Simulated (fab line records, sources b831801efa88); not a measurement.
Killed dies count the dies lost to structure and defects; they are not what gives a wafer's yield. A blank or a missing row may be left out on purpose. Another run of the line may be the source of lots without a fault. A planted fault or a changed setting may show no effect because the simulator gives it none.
Problem report in the 8D (eight disciplines) form, filled by code / flow sky130 / the parts of the form that need people (team, actions taken, sign-off) are left out

## 1. WHAT IS WRONG
Mean of faraday_current_uA at SKY_LDD_N_IMPLANT_08: 482 across 6 wafers in 2 lots; on wafers with no fault it is 422 (standard deviation 9). Relative to the usual mean, that is a shift of +6.7 standard deviations.
Earliest sighting: wafer L162.1 on implanter-03 at day 22 08:51. The record has a number at this step for 18 wafers belonging to 6 lots. The rule behind "out" and "out of limits": a value lying over 4 standard deviations away from the usual mean. Any other wafer with a number is counted as sound.

## 2. WHAT IT IS, AND WHAT IT ISN'T
question=which readings at this step | is=faraday_current_uA, beam_on_s | is not=-
question=which lots | is=L162, L163 | is not=L151, L153, L171, L172
question=which wafers of those lots | is=all that have a number | is not=-
question=read on which tools | is=implanter-03 | is not=implanter-01, implanter-02
question=when | is=from day 22 08:51 | is not=up to then (6 sound wafers); but 6 sound wafers of L171, L172 came after

## 3. SUSPECTS, AND WHAT RULES EACH OUT
Counting: a tool at any process step up to the reading remains a suspect when it ran all the lots that are out and ran no sound lot after the first of those.
- implanter-03 at SKY_LDD_N_IMPLANT_08: ruled out as a lasting fault. The sound lots L172 went through it after L162, its earliest lot that is out (day 22 08:51).
Left after counting: nothing in the record.

## 4. THE CAUSE (what the simulator had put in)
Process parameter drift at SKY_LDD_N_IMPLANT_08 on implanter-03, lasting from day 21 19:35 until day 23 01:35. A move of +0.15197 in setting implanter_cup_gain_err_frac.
Counting ruled it out, wrongly.

## 5. SEQUENCE OF EFFECTS, ordered by route
Rows list readings where the struck wafers' mean (over those with a number) sits beyond 3 standard deviations from the usual. Only readings for which the record gives a usual standard deviation are gone through. hours: the time from each lot's start at the first step in this table that gives one to its start at this step, as a median over the lots. sigmas: the change in usual standard deviations.
hours=0; step=SKY_LDD_N_IMPLANT_08; reading=beam_on_s; usual=10.01 s; on struck wafers=8.77; change=-1.24; sigmas=-5.9
hours=0; step=SKY_LDD_N_IMPLANT_08; reading=faraday_current_uA; usual=422; on struck wafers=482; change=+60; sigmas=+6.7
Here are the process steps it includes:
- SKY_LDD_N_IMPLANT_08

## 6. WHAT WOULD HAVE CAUGHT IT SOONER
In this record the first reading out of limits was taken at day 22 08:51, 13 hours after the fault began at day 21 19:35.
